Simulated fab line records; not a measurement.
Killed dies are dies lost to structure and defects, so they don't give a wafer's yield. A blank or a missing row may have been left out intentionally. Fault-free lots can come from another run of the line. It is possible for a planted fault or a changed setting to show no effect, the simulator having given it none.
Chamber matching | flow sky130 | SKY_VIA3_CMP_24 on cmp-01 has 4 sister chambers
The step polishes, stops on SiO2, t overpolish 20 s, target thk 0 nm. 14 wafers are shown with their chamber, then 7 later ones without.

== WAFERS PAIRED WITH THEIR CHAMBERS ==
wafer  | chamber | motorCurrentA (A) | timeToEndpointS (s) | overpolishRunS (s)
L646.2 | 1       | 9.6               | 89                  | 19.980
L646.4 | 2       | 12.5              | 101                 | 19.986
L646.6 | 3       | 11.3              | 90                  | 19.992
L647.1 | 1       | 10.1              | 89                  | 19.999
L647.2 | 0       | 12.7              | 98                  | 20.008
L647.3 | 2       | 13.0              | 106                 | 20.005
L651.2 | 2       | 13.0              | 101                 | 20.004
L651.4 | 3       | 10.9              | 94                  | 20.005
L651.6 | 3       | 11.2              | 86                  | 19.999
L659.3 | 2       | 12.8              | 104                 | 20.004
L659.4 | 3       | 10.4              | 94                  | 19.991
L659.5 | 1       | 9.6               | 92                  | 20.008
L663.4 | 3       | 11.6              | 97                  | 19.993
L663.5 | 2       | 12.7              | 106                 | 19.985

SIGNATURES (averages over the wafers above)
reading         | chamber 0 | chamber 1 | chamber 2 | chamber 3 | scatter within a chamber
motorCurrentA   | 12.700    | 9.767     | 12.800    | 11.080    | 0.343
timeToEndpointS | 98.00     | 90.00     | 103.60    | 92.20     | 3.22
overpolishRunS  | 20.00800  | 19.99567  | 19.99680  | 19.99600  | 0.00988
Rule: distance of a wafer from a chamber = root of the sum over the readings of ((wafer's reading minus chamber's mean) / reading's scatter) squared. The wafer belongs to the nearest chamber; if the next one is less than 2 further off, it can't be placed. The scatter is the square root of a quotient: the sum, over the shown wafers, of each reading's squared deviation from its chamber's mean, divided by wafers minus chambers.

== WAFERS WITHOUT THEIR CHAMBER ==
wafer  | motorCurrentA (A) | timeToEndpointS (s) | overpolishRunS (s)
L663.6 | 11.0              | 96                  | 20.020
L665.1 | 12.2              | 95                  | 19.977
L665.3 | 12.8              | 97                  | 19.998
L665.4 | 10.8              | 90                  | 20.001
L664.1 | 10.3              | 95                  | 20.009
L664.2 | 12.2              | 104                 | 20.019
L664.4 | 12.9              | 108                 | 20.003

== THE CHAMBER EACH PASSED THROUGH ==
wafer  | from the rows above          | in truth
L663.6 | 3                            | 3
L665.1 | can't be placed: 0 or 2 or 3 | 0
L665.3 | can't be placed: 0 or 2      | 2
L665.4 | can't be placed: 3 or 1      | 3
L664.1 | can't be placed: 1 or 3      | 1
L664.2 | can't be placed: 0 or 2      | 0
L664.4 | can't be placed: 2 or 0      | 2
1 of 7 placed correctly. Unplaceable from these rows: 6, with the true chamber sitting among the candidates in 6. Number placed wrongly: 0.
